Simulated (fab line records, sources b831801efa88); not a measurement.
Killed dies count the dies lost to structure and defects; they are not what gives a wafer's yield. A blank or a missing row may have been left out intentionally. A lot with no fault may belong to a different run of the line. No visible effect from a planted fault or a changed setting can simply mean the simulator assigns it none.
Which tool was responsible? / flow sky130 / Sampling: 14 lots, 42 wafers, 5 of 708 route steps

== WHAT THE GAUGES READ, wafer by wafer ==
SKY_FIELD_ISO_THK_MEAS_02.
lot=L182; measured=day 2 01:37; on=filmMetro-03; FIELD_ISO_OXIDATION_00_THK (nm)=12.08 12.11 12.07
lot=L183; measured=day 2 03:07; on=filmMetro-03; FIELD_ISO_OXIDATION_00_THK (nm)=12.13 12.15 12.05
lot=L184; measured=day 2 08:28; on=filmMetro-03; FIELD_ISO_OXIDATION_00_THK (nm)=11.88 12.05 12.17
lot=L185; measured=day 2 12:38; on=filmMetro-02; FIELD_ISO_OXIDATION_00_THK (nm)=12.07 12.01 12.27
lot=L186; measured=day 2 19:50; on=filmMetro-01; FIELD_ISO_OXIDATION_00_THK (nm)=11.85 11.70 11.81
lot=L187; measured=day 3 04:12; on=filmMetro-02; FIELD_ISO_OXIDATION_00_THK (nm)=12.12 12.37 12.29
lot=L188; measured=day 3 04:14; on=filmMetro-03; FIELD_ISO_OXIDATION_00_THK (nm)=12.05 11.99 11.94
lot=L190; measured=day 3 14:53; on=filmMetro-03; FIELD_ISO_OXIDATION_00_THK (nm)=12.05 11.75 11.92
lot=L193; measured=day 4 06:34; on=filmMetro-03; FIELD_ISO_OXIDATION_00_THK (nm)=12.40 12.32 12.35
lot=L198; measured=day 5 05:38; on=filmMetro-03; FIELD_ISO_OXIDATION_00_THK (nm)=12.19 12.09 11.98
lot=L200; measured=day 5 17:55; on=filmMetro-03; FIELD_ISO_OXIDATION_00_THK (nm)=12.13 12.14 12.13
lot=L201; measured=day 5 21:51; on=filmMetro-02; FIELD_ISO_OXIDATION_00_THK (nm)=11.95 11.92 12.19
lot=L202; measured=day 6 06:19; on=filmMetro-02; FIELD_ISO_OXIDATION_00_THK (nm)=12.60 12.31 12.42
lot=L203; measured=day 6 09:21; on=filmMetro-03; FIELD_ISO_OXIDATION_00_THK (nm)=11.68 11.78 11.95

SKY_NWELL_OVL_MEAS_23.
lot=L182; measured=day 6 09:22; on=overlay-02; NWELL_01_OVL (nm)=-1.1 -1.7 -2.6
lot=L183; measured=day 6 08:46; on=overlay-01; NWELL_01_OVL (nm)=0.3 0.1 -0.1
lot=L184; measured=day 6 16:11; on=overlay-02; NWELL_01_OVL (nm)=-0.6 -1.7 -1.9
lot=L185; measured=day 6 17:47; on=overlay-01; NWELL_01_OVL (nm)=1.4 3.4 1.5
lot=L186; measured=day 6 21:57; on=overlay-02; NWELL_01_OVL (nm)=-0.7 0.4 -0.2
lot=L187; measured=day 7 08:49; on=overlay-02; NWELL_01_OVL (nm)=-2.8 -3.6 -3.9
lot=L188; measured=day 7 14:03; on=overlay-02; NWELL_01_OVL (nm)=- - -
lot=L190; measured=day 8 01:25; on=overlay-02; NWELL_01_OVL (nm)=- - -
lot=L193; measured=day 8 22:08; on=overlay-02; NWELL_01_OVL (nm)=1.3 0.4 2.7
lot=L198; measured=day 10 05:08; on=overlay-02; NWELL_01_OVL (nm)=-2.2 -0.9 -2.6
lot=L200; measured=day 10 16:59; on=overlay-01; NWELL_01_OVL (nm)=-1.4 -0.7 -1.2
lot=L201; measured=day 10 19:38; on=overlay-02; NWELL_01_OVL (nm)=-3.0 -1.8 -2.0
lot=L202; measured=day 11 03:29; on=overlay-01; NWELL_01_OVL (nm)=0.6 -0.3 0.5
lot=L203; measured=day 11 10:13; on=overlay-01; NWELL_01_OVL (nm)=-1.1 1.4 -0.1

SKY_VT_ADJUST_NCORE_OVL_MEAS_08.
lot=L182; measured=day 9 20:50; on=overlay-01; VT_ADJUST_NCORE_OVL (nm)=1.8 0.8 -0.4
lot=L183; measured=day 9 20:22; on=overlay-01; VT_ADJUST_NCORE_OVL (nm)=-1.0 -1.4 0.2
lot=L184; measured=day 10 04:43; on=overlay-01; VT_ADJUST_NCORE_OVL (nm)=1.4 2.6 -1.3
lot=L185; measured=day 10 07:07; on=overlay-02; VT_ADJUST_NCORE_OVL (nm)=-1.0 0.9 2.0
lot=L186; measured=day 10 10:15; on=overlay-02; VT_ADJUST_NCORE_OVL (nm)=0.8 1.5 -1.2
lot=L187; measured=day 10 23:53; on=overlay-02; VT_ADJUST_NCORE_OVL (nm)=0.8 1.5 2.2
lot=L188; measured=day 11 09:10; on=overlay-02; VT_ADJUST_NCORE_OVL (nm)=-0.4 -0.5 -1.9
lot=L190; measured=day 11 23:07; on=overlay-01; VT_ADJUST_NCORE_OVL (nm)=-1.6 -1.6 0.2
lot=L193; measured=day 12 22:18; on=overlay-01; VT_ADJUST_NCORE_OVL (nm)=-0.4 -0.6 -0.1
lot=L198; measured=day 14 13:04; on=overlay-01; VT_ADJUST_NCORE_OVL (nm)=0.8 1.2 0.7
lot=L200; measured=day 15 02:42; on=overlay-01; VT_ADJUST_NCORE_OVL (nm)=-0.9 0.6 0.6
lot=L201; measured=day 15 05:52; on=overlay-02; VT_ADJUST_NCORE_OVL (nm)=2.0 4.3 1.7
lot=L202; measured=day 15 17:07; on=overlay-01; VT_ADJUST_NCORE_OVL (nm)=-2.5 -3.5 -2.9
lot=L203; measured=day 16 00:28; on=overlay-01; VT_ADJUST_NCORE_OVL (nm)=0.1 -1.2 -1.8

SKY_RES_XHIGH_TW_MEAS_09.
lot=L182; measured=day 28 11:41; on=filmMetro-04; RES_XHIGH_TW=1644 1659 1645
lot=L183; measured=day 28 07:46; on=filmMetro-02; RES_XHIGH_TW=1629 1628 1621
lot=L184; measured=day 28 22:02; on=filmMetro-01; RES_XHIGH_TW=1642 1630 1632
lot=L185; measured=day 28 23:54; on=filmMetro-02; RES_XHIGH_TW=1623 1629 1627
lot=L186; measured=day 29 07:51; on=filmMetro-04; RES_XHIGH_TW=1652 1648 1645
lot=L187; measured=day 29 20:52; on=filmMetro-04; RES_XHIGH_TW=1645 1653 1640
lot=L188; measured=day 30 08:20; on=filmMetro-01; RES_XHIGH_TW=1634 1628 1628
lot=L190; measured=day 30 21:49; on=filmMetro-04; RES_XHIGH_TW=1631 1638 1631
lot=L193; measured=day 31 22:48; on=filmMetro-02; RES_XHIGH_TW=1629 1630 1632
lot=L198; measured=day 33 12:47; on=filmMetro-02; RES_XHIGH_TW=1644 1628 1633
lot=L200; measured=day 33 23:14; on=filmMetro-01; RES_XHIGH_TW=1621 1624 1620
lot=L201; measured=day 34 01:54; on=filmMetro-01; RES_XHIGH_TW=1626 1631 1626
lot=L202; measured=day 34 08:57; on=filmMetro-04; RES_XHIGH_TW=1641 1637 1648
lot=L203; measured=day 34 23:34; on=filmMetro-01; RES_XHIGH_TW=1617 1629 1630

== WHAT TOOL EACH LOT RAN ON (gives the tool, then ch and the chambers of the sampled wafers, and finally the start) ==
lot=L182; SKY_NWELL_DEVELOP_22=lithoTrack-02 ch 0, day 6 09:00
lot=L183; SKY_NWELL_DEVELOP_22=lithoTrack-03 ch 0, day 6 08:00
lot=L184; SKY_NWELL_DEVELOP_22=lithoTrack-01 ch 0, day 6 16:00
lot=L185; SKY_NWELL_DEVELOP_22=lithoTrack-02 ch 0, day 6 17:00
lot=L186; SKY_NWELL_DEVELOP_22=lithoTrack-03 ch 0, day 6 21:00
lot=L187; SKY_NWELL_DEVELOP_22=lithoTrack-03 ch 0, day 7 08:00
lot=L188; SKY_NWELL_DEVELOP_22=lithoTrack-03 ch 0, day 7 13:00
lot=L190; SKY_NWELL_DEVELOP_22=lithoTrack-03 ch 0, day 8 01:00
lot=L193; SKY_NWELL_DEVELOP_22=lithoTrack-01 ch 0, day 8 21:00
lot=L198; SKY_NWELL_DEVELOP_22=lithoTrack-02 ch 0, day 10 04:00
lot=L200; SKY_NWELL_DEVELOP_22=lithoTrack-01 ch 0, day 10 16:00
lot=L201; SKY_NWELL_DEVELOP_22=lithoTrack-02 ch 0, day 10 19:00
lot=L202; SKY_NWELL_DEVELOP_22=lithoTrack-01 ch 0, day 11 03:00
lot=L203; SKY_NWELL_DEVELOP_22=lithoTrack-03 ch 0, day 11 10:00
- SKY_NWELL_DEVELOP_22: develop time 60 s.

== WHAT THE TOOLS THEMSELVES READ (means of the sampled wafers that have a number; where no wafer has one, the mark that the record gives instead) ==
The record holds no such reading with a usual standard deviation.

== THE ANSWER, worked out from the rows above alone ==
Rule: the lots themselves supply what counts as usual. Put in order of their means at a reading, lots are off if they are a third of the lots or fewer, leave a main group of 4 or more, and stand apart from it by a gap of 3 or more times the standard deviation of the main group's means; of several such gaps the widest counts. A main group is skipped when, at the precision printed for the reading in the tables above, its means are all equal. Also off: a lot with no number at a reading for which 4 or more lots have one. The other lots that the step has rows for count as sound. First the gauges in route order, then the tools' own readings, where a lot's mean is used as printed above. The first step at which some lot is off is used, and at that step the reading that is off furthest; a lot without a number counts as furthest.
Off: L188, L190, seen at SKY_NWELL_OVL_MEAS_23 (NWELL_01_OVL). Without a number there: L188, L190. The main group has a mean of -0.7 nm with a standard deviation of 1.5.
A tool fits if, at a process step before that reading, it ran every lot that is off, and no sound lot after the first of them. The gauges at SKY_NWELL_OVL_MEAS_23 are tried like those tools. No candidate that was tried fits.

== WHAT HAD BEEN PUT IN BY THE SIMULATOR ==
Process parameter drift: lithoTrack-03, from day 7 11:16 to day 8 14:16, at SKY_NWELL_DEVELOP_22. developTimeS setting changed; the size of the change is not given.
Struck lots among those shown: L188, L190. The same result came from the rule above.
